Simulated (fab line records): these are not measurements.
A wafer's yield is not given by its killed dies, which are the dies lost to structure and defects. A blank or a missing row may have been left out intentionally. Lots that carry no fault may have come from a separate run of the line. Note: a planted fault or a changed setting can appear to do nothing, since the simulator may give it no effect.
Matching of chambers	flow sky130	SKY_VIA3_HDPCVD_00 on hdpcvd-01 has 3 sister chambers
The step deposits SiO2, target thk 1635 nm, time 272.5 s. 16 wafers are shown with their chamber, then 8 later ones without.

## WAFERS, EACH WITH ITS CHAMBER
wafer	chamber	run-length-s (s)
L663.2	0	301.3
L663.3	1	300.1
L663.6	1	299.5
L666.2	1	299.7
L666.5	0	300.7
L666.6	1	299.6
L671.1	1	299.5
L671.4	0	300.8
L671.5	1	299.5
L672.4	2	299.8
L672.5	0	300.6
L672.6	1	299.6
L682.4	0	300.9
L682.5	2	300.0
L682.6	1	300.1
L683.3	0	301.2

SIGNATURES (means of the wafers above)
reading	chamber 0	chamber 1	chamber 2	scatter within a chamber
run-length-s	300.917	299.700	299.900	0.258
Rule: for a wafer and a chamber, the distance is found by dividing, reading by reading, the gap between the wafer's reading and the chamber's mean by the reading's scatter, squaring, summing and taking the root. The wafer belongs to the nearest chamber; if the next one is less than 2 further off, it can't be placed. The scatter is the square root of a quotient: the sum, over the shown wafers, of each reading's squared deviation from its chamber's mean, divided by wafers minus chambers.

## WAFERS WHOSE CHAMBER IS MISSING
wafer	run-length-s (s)
L683.4	301.1
L683.6	300.1
L684.2	300.7
L684.4	300.6
L684.6	299.6
L685.1	300.1
L685.2	300.0
L685.4	300.6

## WHICH CHAMBER EACH WENT THROUGH
wafer	from the rows above	in truth
L683.4	0	0
L683.6	can't be placed: 2 or 1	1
L684.2	0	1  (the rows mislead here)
L684.4	can't be placed: 0 or 2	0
L684.6	can't be placed: 1 or 2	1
L685.1	can't be placed: 2 or 1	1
L685.2	can't be placed: 2 or 1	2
L685.4	can't be placed: 0 or 2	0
Correctly placed: 1 of 8. From these rows, 6 cannot be placed; in 6 the true chamber is one of the candidates. Wrongly placed: 1.
